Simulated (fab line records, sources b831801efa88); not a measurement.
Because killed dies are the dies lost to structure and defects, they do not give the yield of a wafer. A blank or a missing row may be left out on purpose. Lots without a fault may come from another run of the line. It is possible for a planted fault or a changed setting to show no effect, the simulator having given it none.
Problem report in the 8D (eight disciplines) form, filled by code ; flow gf180mcu ; the parts of the form that need people (team, actions taken, sign-off) are left out

## 1. WHAT WENT WRONG
Mean of timeToEndpointS at GF_V2_CMP_04: 112 s across 2 wafers in 2 lots; on wafers with no fault it is 82 s (standard deviation 4.8). That is +6.2 standard deviations from the usual mean.
The step: polishes SiO2.
Earliest sighting: wafer L951.4 on cmp-02 at day 23 23:29. Wafers with a number at this step in the record: 36, from 12 lots. Rule for "out", or "out of limits": more than 4 standard deviations from the usual mean. All remaining wafers that have a number are taken as sound.

## 2. WHAT IT IS, AND WHAT IT ISN'T
question;is;is not
which readings at this step;timeToEndpointS;motorCurrentA
which lots;L951, L954;L939, L941, L942, L943, L944, L945, L947, L948, L957, L958
which wafers of those lots;L951.4, L954.4;L951.1, L951.5, L954.2, L954.5
read on which tools;cmp-02;cmp-01
when;from day 23 23:29;"up to then (26 sound wafers); but 8 sound wafers of L954, L957, L958 came after"

## 3. WHAT RULES OUT EACH SUSPECT
Counting: any tool at a process step up to the reading remains a suspect provided it ran every lot that is out. Sound lots after the first of them don't rule it out here, since some wafers of a struck lot are sound.
- cmp-02 at GF_V2_CMP_04 (polishes SiO2): kept. It ran every lot that is out, first L951 (day 23 23:29); its last sound lot up to then is L947 (day 22 16:25). On those wafers its own readings are out: timeToEndpointS.
Left after counting: cmp-02 at GF_V2_CMP_04.

## 4. THE CAUSE (what the simulator had put in)
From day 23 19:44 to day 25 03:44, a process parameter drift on cmp-02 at GF_V2_CMP_04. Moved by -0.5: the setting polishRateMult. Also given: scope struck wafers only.
Only this tool survived the counting.

## 5. THE CHAIN OF EFFECTS, in route order
Each row: a reading where the mean over the struck wafers with a number is more than 3 standard deviations away from the usual. Only readings whose record carries a usual standard deviation are examined. hours: median over the lots of the time between each lot's start at the first step of this table that gives one and its start at this step. sigmas: the change, counted in usual standard deviations.
hours;step;reading;usual;on struck wafers;change;sigmas
0;GF_V2_CMP_04;timeToEndpointS;82 s;112;+30;+6.2
-;GF_V2_ETCH_17;oesProductAu;0.857 a.u.;0.917;+0.060;+12
It contains these process steps:
- GF_V2_CMP_04: polishes SiO2.
- GF_V2_ETCH_17: etches SiO2 in C4F8/O2/Ar, stops on TiN, target depth 630 nm.
Later steps that measure or inspect, where all struck wafers having a row at the step show a number for every such reading and not one has moved that far: GF_V2_CD_MEAS_14.

## 6. HOW IT WOULD HAVE BEEN CAUGHT EARLIER
The fault began at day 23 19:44; the first out-of-limits reading in this record came at day 23 23:29, 4 hours later.
